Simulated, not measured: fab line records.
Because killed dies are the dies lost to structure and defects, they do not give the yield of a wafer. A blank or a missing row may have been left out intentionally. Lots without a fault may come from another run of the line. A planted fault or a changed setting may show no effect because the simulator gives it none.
Matching of chambers || flow sky130 || SKY_VIA1_ETCH_15 on rieDiel-03: 4 sister chambers
The step etches SiO2 in C4F8/O2/Ar, stops on TiN, target depth 351 nm, time 54 s. 8 wafers are shown with their chamber, then 12 later ones without.

## WAFERS WITH THEIR CHAMBER
{"wafer": "L080.1", "chamber": 1, "oesProductAu (a.u.)": 0.984}
{"wafer": "L080.2", "chamber": 0, "oesProductAu (a.u.)": 0.977}
{"wafer": "L082.1", "chamber": 2, "oesProductAu (a.u.)": 0.980}
{"wafer": "L082.4", "chamber": 3, "oesProductAu (a.u.)": 0.983}
{"wafer": "L082.6", "chamber": 2, "oesProductAu (a.u.)": 0.988}
{"wafer": "L084.1", "chamber": 1, "oesProductAu (a.u.)": 0.986}
{"wafer": "L084.5", "chamber": 3, "oesProductAu (a.u.)": 0.981}
{"wafer": "L084.6", "chamber": 0, "oesProductAu (a.u.)": 0.985}

## WAFERS WHOSE CHAMBER IS MISSING
{"wafer": "L085.2", "oesProductAu (a.u.)": 0.976}
{"wafer": "L085.4", "oesProductAu (a.u.)": 0.979}
{"wafer": "L085.5", "oesProductAu (a.u.)": 0.984}
{"wafer": "L086.2", "oesProductAu (a.u.)": 0.977}
{"wafer": "L086.3", "oesProductAu (a.u.)": 0.993}
{"wafer": "L086.6", "oesProductAu (a.u.)": 0.981}
{"wafer": "L093.2", "oesProductAu (a.u.)": 0.985}
{"wafer": "L093.3", "oesProductAu (a.u.)": 0.974}
{"wafer": "L093.5", "oesProductAu (a.u.)": 0.978}
{"wafer": "L095.4", "oesProductAu (a.u.)": 0.983}
{"wafer": "L095.5", "oesProductAu (a.u.)": 0.991}
{"wafer": "L095.6", "oesProductAu (a.u.)": 0.974}

## WHICH CHAMBER EACH ONE RAN IN
{"wafer": "L085.2", "from the rows above": "can't be placed: 0 or 3 or 2 or 1", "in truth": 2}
{"wafer": "L085.4", "from the rows above": "can't be placed: 0 or 3 or 2 or 1", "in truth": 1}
{"wafer": "L085.5", "from the rows above": "can't be placed: 2 or 1 or 3 or 0", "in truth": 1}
{"wafer": "L086.2", "from the rows above": "can't be placed: 0 or 3 or 2 or 1", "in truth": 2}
{"wafer": "L086.3", "from the rows above": "can't be placed: 1 or 2 or 3 or 0", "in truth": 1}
{"wafer": "L086.6", "from the rows above": "can't be placed: 0 or 3 or 2 or 1", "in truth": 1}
{"wafer": "L093.2", "from the rows above": "can't be placed: 1 or 2 or 3 or 0", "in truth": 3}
{"wafer": "L093.3", "from the rows above": "can't be placed: 0 or 3 or 2 or 1", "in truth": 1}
{"wafer": "L093.5", "from the rows above": "can't be placed: 0 or 3 or 2 or 1", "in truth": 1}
{"wafer": "L095.4", "from the rows above": "can't be placed: 2 or 3 or 0 or 1", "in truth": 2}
{"wafer": "L095.5", "from the rows above": "can't be placed: 1 or 2 or 3 or 0", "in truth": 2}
{"wafer": "L095.6", "from the rows above": "can't be placed: 0 or 3 or 2 or 1", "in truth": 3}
Correctly placed: 0 of 12. Cannot be placed on the basis of these rows: 12; the candidates contain the true chamber in 12. Wrongly placed: 0.
How it was worked out, from the rows above alone: a wafer's distance from a chamber is the root of the sum, over the readings, of the square of ((its reading less the chamber's mean) divided by the reading's scatter). If the next closest chamber is less than 2 further off than the closest, the wafer can't be placed; otherwise it belongs to the closest. Each chamber's mean is taken over the wafers shown for it. The scatter: take each reading less its chamber's mean, square it, sum over the shown wafers, divide by the number of wafers less the number of chambers, and take the root.
